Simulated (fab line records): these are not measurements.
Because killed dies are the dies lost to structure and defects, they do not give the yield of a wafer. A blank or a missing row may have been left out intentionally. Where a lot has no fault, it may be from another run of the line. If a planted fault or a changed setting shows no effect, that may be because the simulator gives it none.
One fault through the eyes of 2 desks	flow sky130	each desk holds nothing but its own numbers, with what lay behind them at the end

## FROM THE METROLOGY DESK
Lot by lot, what the gauges showed, no matter which tool ran the lot: averages of those sampled wafers that carry a number. Marked OUT: a lot whose mean sits more than 4 standard deviations from the usual mean, which makes it out of limits; the brackets give that distance.
Columns: A = VIA2_BOW at SKY_VIA2_BOW_MEAS_03, usual 87 um; B = cd nm at SKY_VIA2_CD_MEAS_12, usual 200.1 nm; C = VIA2_OVL at SKY_VIA2_OVL_MEAS_13, usual 0 nm
lot	first seen here	A	B	C
L316	day 35 23:32	93	199.4	-7
L318	day 36 03:59	87	199.5	-8
L327	day 39 04:26	90	200.5	12
L328	day 39 09:47	81	200.0	-7
L330	day 39 21:45	81	199.9	2
L337	day 42 00:54	88	199.8	2
Result from this desk: across the 6 lots, nothing is out of limits.

## TOOL OWNER'S DESK, rie diel-02
The tool's own readings at SKY_VIA2_ETCH_15 (etches SiO2 in C4F8/O2/Ar, stops on TiN, target depth 546 nm, time 84 s): means of the sampled wafers that have a number, for each lot that ran on this tool. Marked OUT: a lot whose mean sits more than 4 standard deviations from the usual mean, which makes it out of limits; the brackets give that distance.
Columns: A = oes product au at SKY_VIA2_ETCH_15, usual 0.939 a.u.; B = rf fwd power W at SKY_VIA2_ETCH_15, usual 1489 W
lot	first seen here	A	B
L316	day 37 02:35	0.937	1489
L327	day 40 05:32	0.938	1732 (+48) OUT
L330	day 40 22:29	0.936	1719 (+45) OUT
Finding of this desk: L327, L330 out of limits; the first was L327 at day 40 05:32, on rf fwd power W at SKY_VIA2_ETCH_15. In limits: L316.

## ALL TOGETHER
The tool owner's desk could have raised an alarm at day 40 05:32, on L327, L330.
The metrology desk saw nothing out of limits.
The metrology desk has L327, L330 on record, within its limits.
Of the lots named, all ran SKY_VIA2_ETCH_15 on rie diel-02.

## WHAT THE SIMULATOR HAD PUT IN
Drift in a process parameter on rie diel-02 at SKY_VIA2_ETCH_15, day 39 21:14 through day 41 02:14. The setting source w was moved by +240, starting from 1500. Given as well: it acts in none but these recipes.
Struck lots among those shown: L327, L330.
Time in hours from fault onset to the first out-of-limits reading at each desk: the tool owner's desk, 8.
